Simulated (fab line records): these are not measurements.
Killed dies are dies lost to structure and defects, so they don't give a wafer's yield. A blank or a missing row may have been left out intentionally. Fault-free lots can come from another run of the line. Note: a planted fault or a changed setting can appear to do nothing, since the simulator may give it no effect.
What tool caused it?    flow sky130    Sampling: 24 lots, 72 wafers, 5 of 708 route steps

== WHAT THE GAUGES SHOWED, per wafer ==
SKY_VT_ADJUST_HVTR_CD_MEAS_07: the cd target is 380 nm.
lot   measured      on         cd nm (nm)
L074  day 9 12:13   cd sem-02  374.0 377.2 378.2
L075  day 9 20:31   cd sem-02  379.8 376.8 377.2
L076  day 10 04:45  cd sem-02  377.8 378.6 377.3
L077  day 10 11:43  cd sem-02  377.8 380.6 379.9
L078  day 10 19:37  cd sem-02  378.8 383.2 382.0
L079  day 10 21:43  cd sem-02  380.7 381.2 379.5
L080  day 11 09:41  cd sem-02  379.0 379.5 379.8
L081  day 11 16:47  cd sem-02  379.7 380.5 378.7
L082  day 11 20:23  cd sem-02  378.0 379.2 378.5
L083  day 12 01:01  cd sem-01  377.3 378.2 377.8
L084  day 12 11:04  cd sem-01  378.5 375.3 380.0
L085  day 12 21:25  cd sem-02  383.2 386.4 384.7
L086  day 13 00:05  cd sem-01  378.7 379.9 378.2
L087  day 13 08:37  cd sem-02  379.3 375.4 376.8
L088  day 13 19:37  cd sem-02  375.1 379.2 378.7
L089  day 14 05:40  cd sem-02  381.9 381.8 383.6
L090  day 14 14:16  cd sem-01  378.0 376.2 377.5
L091  day 14 14:32  cd sem-01  382.7 381.6 381.6
L092  day 14 18:04  cd sem-02  376.3 380.2 377.7
L093  day 15 06:22  cd sem-02  384.0 383.5 383.6
L094  day 15 16:58  cd sem-01  376.1 375.3 376.8
L095  day 16 02:14  cd sem-01  382.0 379.6 382.2
L096  day 16 10:11  cd sem-02  378.3 379.9 377.1
L097  day 16 19:14  cd sem-01  380.0 379.2 379.7

SKY_LDD_N_TW_MEAS_17.
lot   measured      on             LDD_N_TW
L074  day 17 16:37  film metro-03  2556 2566 2564
L075  day 18 06:13  film metro-04  2617 2620 2624
L076  day 18 12:41  film metro-04  2613 2624 2628
L077  day 19 02:22  film metro-01  2592 2575 2572
L078  day 19 10:02  film metro-03  2580 2577 2576
L079  day 19 18:41  film metro-01  2574 2579 2578
L080  day 20 05:58  film metro-01  2595 2587 2593
L081  day 20 15:00  film metro-04  2629 2630 2625
L082  day 20 19:10  film metro-03  2570 2557 2573
L083  day 20 23:37  film metro-01  2579 2585 2588
L084  day 21 13:38  film metro-03  2583 2588 2570
L085  day 22 02:23  film metro-04  2614 2630 2630
L086  day 22 03:58  film metro-04  2621 2621 2616
L087  day 22 11:19  film metro-04  2615 2618 2631
L088  day 23 03:19  film metro-01  2570 2575 2580
L089  day 23 11:29  film metro-01  2578 2569 2578
L090  day 23 22:44  film metro-01  2574 2594 2585
L091  day 24 00:16  film metro-01  2592 2590 2589
L092  day 24 03:52  film metro-03  2572 2577 2596
L093  day 24 16:07  film metro-04  2641 2636 2643
L094  day 25 03:04  film metro-04  2629 2638 2625
L095  day 25 14:56  film metro-04  2647 2633 2649
L096  day 25 19:28  film metro-01  2580 2568 2590
L097  day 26 08:52  film metro-01  2584 2589 2591

SKY_SD_P_TW_MEAS_11.
lot   measured      on             SD_P_TW
L074  day 25 10:05  film metro-04  2870 2879 2884
L075  day 25 22:40  film metro-04  2872 2880 2881
L076  day 26 05:27  film metro-02  2767 2772 2765
L077  day 26 22:17  film metro-02  2770 2767 2761
L078  day 27 01:02  film metro-04  2875 2865 2871
L079  day 27 09:35  film metro-04  2897 2884 2881
L080  day 27 19:37  film metro-02  2779 2773 2787
L081  day 28 04:18  film metro-02  2793 2787 2795
L082  day 28 07:23  film metro-04  2912 2860 2881
L083  day 28 13:44  film metro-01  2827 2814 2820
L084  day 29 01:20  film metro-02  2780 2775 2779
L085  day 29 14:21  film metro-02  2775 2772 2758
L086  day 29 16:04  film metro-01  2828 2830 2825
L087  day 29 22:59  film metro-02  2787 2779 2783
L088  day 30 14:07  film metro-01  2827 2838 2823
L089  day 30 19:23  film metro-02  2775 2779 2792
L090  day 31 07:02  film metro-02  2783 2786 2797
L091  day 31 08:47  film metro-02  2797 2780 2798
L092  day 31 10:50  film metro-04  2883 2875 2869
L093  day 31 22:49  film metro-04  2879 2873 2872
L094  day 32 09:00  film metro-01  2813 2804 2814
L095  day 32 19:32  film metro-02  2777 2781 2778
L096  day 33 00:52  film metro-04  2886 2892 2895
L097  day 33 14:37  film metro-01  2836 2847 2841

SKY_CONTACT_THK_MEAS_01.
lot   measured      on             CONTACT_CVD_00_THK (nm)
L074  day 30 09:53  film metro-03  74.7 75.5 75.3
L075  day 30 21:07  film metro-01  74.6 74.3 76.0
L076  day 31 05:26  film metro-04  75.9 76.3 76.4
L077  day 31 20:19  film metro-01  75.3 75.4 74.6
L078  day 31 22:13  film metro-03  75.5 74.6 74.8
L079  day 32 05:41  film metro-03  73.9 75.2 74.3
L080  day 32 15:52  film metro-01  74.6 73.5 74.7
L081  day 32 23:12  film metro-03  76.1 76.6 76.8
L082  day 33 02:37  film metro-04  73.7 73.3 74.5
L083  day 33 11:31  film metro-03  74.2 73.4 74.3
L084  day 33 19:34  film metro-04  73.0 73.9 75.0
L085  day 34 08:25  film metro-04  75.9 75.6 76.4
L086  day 34 09:47  film metro-03  74.2 74.9 73.5
L087  day 34 15:56  film metro-01  73.2 74.3 75.8
L088  day 35 05:31  film metro-03  73.2 74.7 76.3
L089  day 35 12:10  film metro-04  72.3 74.4 75.3
L090  day 35 21:52  film metro-03  74.8 75.0 74.8
L091  day 36 00:37  film metro-03  74.1 73.0 74.3
L092  day 36 01:20  film metro-01  74.7 76.6 74.5
L093  day 36 13:09  film metro-03  73.5 73.8 74.8
L094  day 36 20:23  film metro-03  74.7 75.7 75.8
L095  day 37 08:20  film metro-01  74.4 74.4 75.1
L096  day 37 11:25  film metro-01  73.6 73.2 74.5
L097  day 38 02:32  film metro-03  73.9 75.0 75.1

== WHICH TOOL RAN EACH LOT (tool, then ch and the chambers of the sampled wafers, then the start) ==
lot   SKY_CONTACT_CVD_00
L074  pecvd-03 ch 0,2, day 30 09:51
L075  pecvd-03 ch 1,2, day 30 21:05
L076  pecvd-03 ch 0,1, day 31 05:23
L077  pecvd-03 ch 0,2, day 31 20:17
L078  pecvd-02 ch 0,1,2, day 31 22:11
L079  pecvd-01 ch 0,1,2, day 32 05:38
L080  pecvd-01 ch 0,1,2, day 32 15:50
L081  pecvd-03 ch 0,1,2, day 32 23:09
L082  pecvd-01 ch 0,1, day 33 02:35
L083  pecvd-01 ch 0,1, day 33 11:29
L084  pecvd-01 ch 0,1,2, day 33 19:31
L085  pecvd-03 ch 0,1,2, day 34 08:22
L086  pecvd-01 ch 1,2, day 34 09:44
L087  pecvd-02 ch 0,1, day 34 15:53
L088  pecvd-03 ch 0,1,2, day 35 05:29
L089  pecvd-02 ch 0,1,2, day 35 12:07
L090  pecvd-03 ch 0,1,2, day 35 21:50
L091  pecvd-01 ch 0,2, day 36 00:34
L092  pecvd-02 ch 1,2, day 36 01:18
L093  pecvd-03 ch 1,2, day 36 13:07
L094  pecvd-02 ch 0, day 36 20:20
L095  pecvd-03 ch 0,1,2, day 37 08:17
L096  pecvd-01 ch 0,1,2, day 37 11:23
L097  pecvd-03 ch 1,2, day 38 02:30
- SKY_CONTACT_CVD_00: deposits Si3N4, target thk 75 nm.

== AS READ BY THE TOOLS THEMSELVES (means over the sampled wafers that have a number; for cases with no such wafer, the mark the record gives instead) ==
SKY_CONTACT_CVD_00.
lot   tool      heater power w (W)
L074  pecvd-03  693
L075  pecvd-03  597
L076  pecvd-03  684
L077  pecvd-03  719
L078  pecvd-02  803
L079  pecvd-01  834
L080  pecvd-01  834
L081  pecvd-03  659
L082  pecvd-01  726
L083  pecvd-01  713
L084  pecvd-01  789
L085  pecvd-03  683
L086  pecvd-01  816
L087  pecvd-02  796
L088  pecvd-03  703
L089  pecvd-02  780
L090  pecvd-03  625
L091  pecvd-01  855
L092  pecvd-02  731
L093  pecvd-03  655
L094  pecvd-02  735
L095  pecvd-03  683
L096  pecvd-01  784
L097  pecvd-03  624

== THE ANSWER, worked out from the rows above alone ==
Rule: the usual values come from the lots themselves. The widest of any qualifying gaps counts: lots, ordered by their means at a reading, are off when they make up no more than a third of the lots, leave a main group of 4 or more, and stand apart from it by 3 or more times the standard deviation of that group's means. A main group is skipped when, at the precision printed for the reading in the tables above, its means are all equal. A lot without any number at a reading at which 4 lots or more have one is off too. The other lots that the step has rows for count as sound. The gauges are gone through in route order, then the tools' own readings, and for those a lot's mean is taken as printed above. The first step at which some lot is off is used, and at that step the reading that is off furthest; a lot without a number counts as furthest.
Across all readings shown, no lot is off: no conclusion can be drawn from this.

== WHAT THE SIMULATOR PUT IN ==
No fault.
